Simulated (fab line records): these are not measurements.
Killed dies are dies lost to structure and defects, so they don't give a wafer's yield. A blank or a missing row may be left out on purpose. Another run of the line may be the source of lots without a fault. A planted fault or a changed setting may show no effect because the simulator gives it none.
Problem report, 8D (eight disciplines) form, completed by code    flow sky130    the parts of the form that need people (team, actions taken, sign-off) are left out

1. PROBLEM STATEMENT
Wafers free of any fault read 5.75 nm (standard deviation 0.1) for SONOS_ONO_CVD_04_THK at SKY_SONOS_ONO_THK_MEAS_05, against a mean of 6.73 nm on 9 wafers of 3 lots. Relative to the usual mean, that is a shift of +9.8 standard deviations.
First seen on wafer L595.2, day 15 09:37, on filmMetro-02. The record holds 36 wafers of 12 lots with a number at this step. Rule for "out", or "out of limits": more than 4 standard deviations from the usual mean. The rest of the wafers with a number are treated as sound.

2. WHAT IT IS; WHAT IT IS NOT
question                     is                                        is not
which readings at this step  SONOS_ONO_CVD_04_THK                      -
which lots                   L595, L596, L597                          L586, L591, L592, L593, L594, L604, L605, L606, L607
which wafers of those lots   all that have a number                    -
read on which gauges         filmMetro-01, filmMetro-02, filmMetro-03  -
when                         from day 15 09:37                         up to then (15 sound wafers); but 12 sound wafers of L604, L605, L606, L607 came after

3. THE SUSPECTS, EACH WITH WHAT RULES IT OUT
Counting: a tool stays on the suspect list if, at a process step up to the reading, it processed all lots that are out and no sound lot following the first of them.
- ruled out: the gauge at SKY_SONOS_ONO_THK_MEAS_05. 3 gauges (filmMetro-01, filmMetro-02, filmMetro-03) read the wafers that are out.
- lpcvd-03 at SKY_SONOS_ONO_CVD_04 (deposits SiO2 from SiH4/N2O, target thk 5.7199 nm): ruled out as a lasting fault. Sound lots L604, L605, L606, L607 ran on it after its first lot that is out, L595 (day 15 08:21).
Left after counting: nothing in the record.

4. THE CAUSE (what the simulator had put in)
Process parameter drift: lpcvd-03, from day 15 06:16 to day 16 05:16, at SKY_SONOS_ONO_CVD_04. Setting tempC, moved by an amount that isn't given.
Counting ruled it out, wrongly: the rule takes a fault to strike every lot that its tool runs from its start on, and this one did not.

5. SEQUENCE OF EFFECTS, ordered by route
Rows list readings where the struck wafers' mean (over those with a number) sits beyond 3 standard deviations from the usual. Only readings whose record carries a usual standard deviation are examined. hours: median over the lots of the time between each lot's start at the first step of this table that gives one and its start at this step. sigmas: the change, counted in usual standard deviations.
hours  step                       reading               usual    on struck wafers  change  sigmas
0      SKY_SONOS_ONO_CVD_04       spikeTcBottomC        921.6 C  931.7             +10.1   +10
0      SKY_SONOS_ONO_CVD_04       spikeTcCentreC        899.2 C  909.8             +10.6   +11
0      SKY_SONOS_ONO_CVD_04       spikeTcLowerC         899.3 C  909.2             +9.9    +8.3
0      SKY_SONOS_ONO_CVD_04       spikeTcTopC           909.4 C  918.6             +9.2    +3.8
0      SKY_SONOS_ONO_CVD_04       spikeTcUpperC         898.6 C  909.0             +10.4   +11
0      SKY_SONOS_ONO_CVD_04       susceptorTempC        900.0 C  910.0             +10.0   +28
1      SKY_SONOS_ONO_THK_MEAS_05  SONOS_ONO_CVD_04_THK  5.75 nm  6.73              +0.98   +9.8
Its process steps:
- SKY_SONOS_ONO_CVD_04: deposits SiO2 from SiH4/N2O, target thk 5.7199 nm.
Later measuring or inspecting steps at which every struck wafer that the step has a row for has a number for every such reading, and none has moved that far: SKY_CONTACT_THK_MEAS_03.

6. HOW IT WOULD HAVE BEEN CAUGHT EARLIER
Counted from the fault's start at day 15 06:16, it took 3 hours until the first out-of-limits reading at a measuring or inspecting step in this record, taken at day 15 09:37.
At SKY_SONOS_ONO_CVD_04, the tool's own readings (spikeTcBottomC, spikeTcCentreC, spikeTcLowerC, spikeTcUpperC, susceptorTempC) were out on each struck wafer the step has a row for, so an alarm limit on them would have fired on the first such wafer.
